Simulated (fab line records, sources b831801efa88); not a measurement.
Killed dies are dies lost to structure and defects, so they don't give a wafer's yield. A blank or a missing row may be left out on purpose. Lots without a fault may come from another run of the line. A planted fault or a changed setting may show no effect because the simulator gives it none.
A struck lot beside a sound one | flow sky130 | 16 steps out of a route of 708
Sound: wafers L218.3, L218.4, L218.6. Struck: wafers L219.2, L219.3, L219.4. The cause comes at the end.
At each step with rows: each side's tool, then ch and its chambers, then its first start. Under that, the readings that differ: sound wafers | struck wafers | difference of the means | sigmas: that difference in standard deviations of wafers without a fault.
alike: readings whose means differ by less than 2 such deviations, and words and numbers that are the same on both sides. not compared: withheld readings, readings that some wafer has no value for, bounds like >300 that may hide the same value, and numbers for which the record gives no deviation and whose values overlap.
The two part at a step that has a row with sigmas, a row that says differs or no value, or rows on one side only. Numbers that don't overlap but have no deviation are shown without sigmas and don't part them. A reading that every wafer of one side lacks parts them only if that side has two wafers or more.

SKY_NWELL_RS_MEAS_29: measures by four-point-probe.
  sound on film_metro-01, day 7 19:56; struck on film_metro-04, day 8 00:51
  alike: NWELL_RS
SKY_NWELL_RS_MEAS_31: measures by four-point-probe.
  sound on film_metro-01, day 7 20:10; struck on film_metro-04, day 8 01:05
  alike: PWDE_RS
then, 7 steps without rows for these wafers: SKY_VT_ADJUST_HVTP_DEHYDRATE_00 (time 60 s); SKY_VT_ADJUST_HVTP_HMDS_01 (prime time 60 s); SKY_VT_ADJUST_HVTP_COAT_02 (resist thk 1140 nm); SKY_VT_ADJUST_HVTP_SOFTBAKE_03 (time 60 s); SKY_VT_ADJUST_HVTP_EXPOSE_04 (exposes mask HVTPM, target cd 380 nm); SKY_VT_ADJUST_HVTP_PEB_05; SKY_VT_ADJUST_HVTP_DEVELOP_06 (develop time 60 s).
SKY_VT_ADJUST_HVTP_CD_MEAS_07: target cd 380 nm.
  sound on cd_sem-02, day 8 16:41; struck on cd_sem-01, day 8 21:52
  alike: cd_nm
SKY_VT_ADJUST_HVTP_OVL_MEAS_08:
  sound on overlay-01, day 8 16:46; struck on overlay-01, day 8 21:59
  alike: VT_ADJUST_HVTP_OVL
SKY_VT_ADJUST_HVTP_IMPLANT_09:
  sound on implanter-03 ch 0, day 8 16:50; struck on implanter-02 ch 0, day 8 22:02
  reading            | sound                         | struck                     | difference | sigmas
  dose_ions_cm2      | 4.296e+12 4.302e+12 4.302e+12 | 4.26e+11 4.25e+11 4.33e+11 | -3.87e+12  | -99 or more
  faraday_current_uA | 24.4 24.0 24.0                | 2.4 2.5 2.4                | -21.7      | -46
SKY_VT_ADJUST_HVTP_STRIP_10: strips in O2/N2.
  sound on plasma_asher-02 ch 0,1, day 8 16:59; struck on plasma_asher-01 ch 0,1, day 8 22:10
  alike: drypump_motor_current_A, oes_product_au, strip_time_to_endpoint_s
  not compared: rf_hours_counter_h
SKY_VT_ADJUST_HVTP_TW_MEAS_11:
  sound on film_metro-02, day 8 17:04; struck on film_metro-02, day 8 22:16
  reading           | sound          | struck      | difference | sigmas
  VT_ADJUST_HVTP_TW | 1342 1352 1344 | 634 626 632 | -715       | -79
then, 2 steps without rows for these wafers: SKY_VT_ADJUST_LVTN_DEHYDRATE_00 (time 60 s); SKY_PAD_OPEN_PROBE_99.

WHERE THEY PART
First at SKY_VT_ADJUST_HVTP_IMPLANT_09; last, within this record, at SKY_VT_ADJUST_HVTP_TW_MEAS_11.

WHY: what the simulator had put in
Process parameter drift: implanter-02, from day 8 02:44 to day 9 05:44, at SKY_VT_ADJUST_HVTP_IMPLANT_09. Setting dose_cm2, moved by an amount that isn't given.
